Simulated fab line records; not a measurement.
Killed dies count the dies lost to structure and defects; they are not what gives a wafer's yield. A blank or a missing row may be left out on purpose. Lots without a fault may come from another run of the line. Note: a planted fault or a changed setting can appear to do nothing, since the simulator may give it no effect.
Check for tools in common | flow gf180mcu | Sampled: 12 lots, 36 wafers

WHAT PROMPTED THE OPENING
2 of 12 lots carry a flag on the reading MVSD_TW at GF_MVSD_TW_MEAS_11. Fault-free wafers read 1565, with a standard deviation of 21.
Rule: a lot is flagged in two cases, either no wafer of it has a number, or all its wafers with numbers fall more than 4 standard deviations from that mean. All remaining lots are regarded as sound.

lot  | measured     | on            | MVSD_TW, wafer by wafer | flag
L880 | day 4 17:20  | film-metro-02 | 1545 1545 1535          |
L881 | day 5 00:17  | film-metro-01 | 1578 1584 1579          |
L882 | day 5 01:36  | film-metro-01 | 1942 1938 1930          | FLAGGED
L883 | day 5 05:23  | film-metro-02 | 1904 1899 1909          | FLAGGED
L884 | day 5 12:28  | film-metro-01 | 1575 1576 1575          |
L889 | day 6 20:41  | film-metro-02 | 1547 1550 1547          |
L894 | day 7 16:40  | film-metro-01 | 1591 1586 1584          |
L895 | day 8 05:10  | film-metro-02 | 1539 1551 1539          |
L897 | day 8 14:05  | film-metro-02 | 1536 1540 1546          |
L898 | day 8 17:05  | film-metro-03 | 1572 1571 1575          |
L901 | day 9 22:46  | film-metro-02 | 1545 1545 1542          |
L903 | day 10 03:56 | film-metro-01 | 1590 1591 1597          |
On average the flagged lots' numbers are 1920, which is +355 against the usual, or +17 standard deviations.

LOT BY LOT: THE TOOL USED
The record keeps 1 process step preceding the reading, out of 602 steps on the route. Cell contents, in order: the tool; ch with the chambers the sampled wafers went through; the start.
lot  | flag    | GF_MVSD_IMPLANT_08
L880 |         | implanter-01 ch 0, day 4 16:58
L881 |         | implanter-03 ch 0, day 4 23:54
L882 | FLAGGED | implanter-03 ch 0, day 5 00:53
L883 | FLAGGED | implanter-03 ch 0, day 5 04:40
L884 |         | implanter-01 ch 0, day 5 12:04
L889 |         | implanter-01 ch 0, day 6 20:19
L894 |         | implanter-01 ch 0, day 7 16:18
L895 |         | implanter-01 ch 0, day 8 04:46
L897 |         | implanter-02 ch 0, day 8 13:43
L898 |         | implanter-01 ch 0, day 8 16:41
L901 |         | implanter-01 ch 0, day 9 22:22
L903 |         | implanter-03 ch 0, day 10 03:32
What these steps do:
- GF_MVSD_IMPLANT_08
- GF_MVSD_TW_MEAS_11

FLAGGED OVER TOTAL, TOOL BY TOOL (the gauges that took the reading come last)
step               | tool          | lots run | flagged | share of the flagged lots | sound lots run after its first flagged lot
GF_MVSD_IMPLANT_08 | implanter-01  | 7        | 0       | none                      | -
GF_MVSD_IMPLANT_08 | implanter-02  | 1        | 0       | none                      | -
GF_MVSD_IMPLANT_08 | implanter-03  | 4        | 2       | all                       | 1 (L903)
GF_MVSD_TW_MEAS_11 | film-metro-01 | 5        | 1       | some                      | 3 (L884,L894,L903)
GF_MVSD_TW_MEAS_11 | film-metro-02 | 6        | 1       | some                      | 4 (L889,L895,L897,L901)
GF_MVSD_TW_MEAS_11 | film-metro-03 | 1        | 0       | none                      | -

WHAT IS ALLOWED BY THE TABLE
Rows of the table that ran each flagged lot: 1, that is implanter-03 at GF_MVSD_IMPLANT_08.
- implanter-03 at GF_MVSD_IMPLANT_08 ran 4 lots, 2 of them flagged. After the first flagged lot (L903), sound lots still ran on it; a lasting fault on the whole tool would not permit that.
There is no row in the table that ran each flagged lot and no sound lot after the first.

WHAT THE SIMULATOR HAD PUT IN
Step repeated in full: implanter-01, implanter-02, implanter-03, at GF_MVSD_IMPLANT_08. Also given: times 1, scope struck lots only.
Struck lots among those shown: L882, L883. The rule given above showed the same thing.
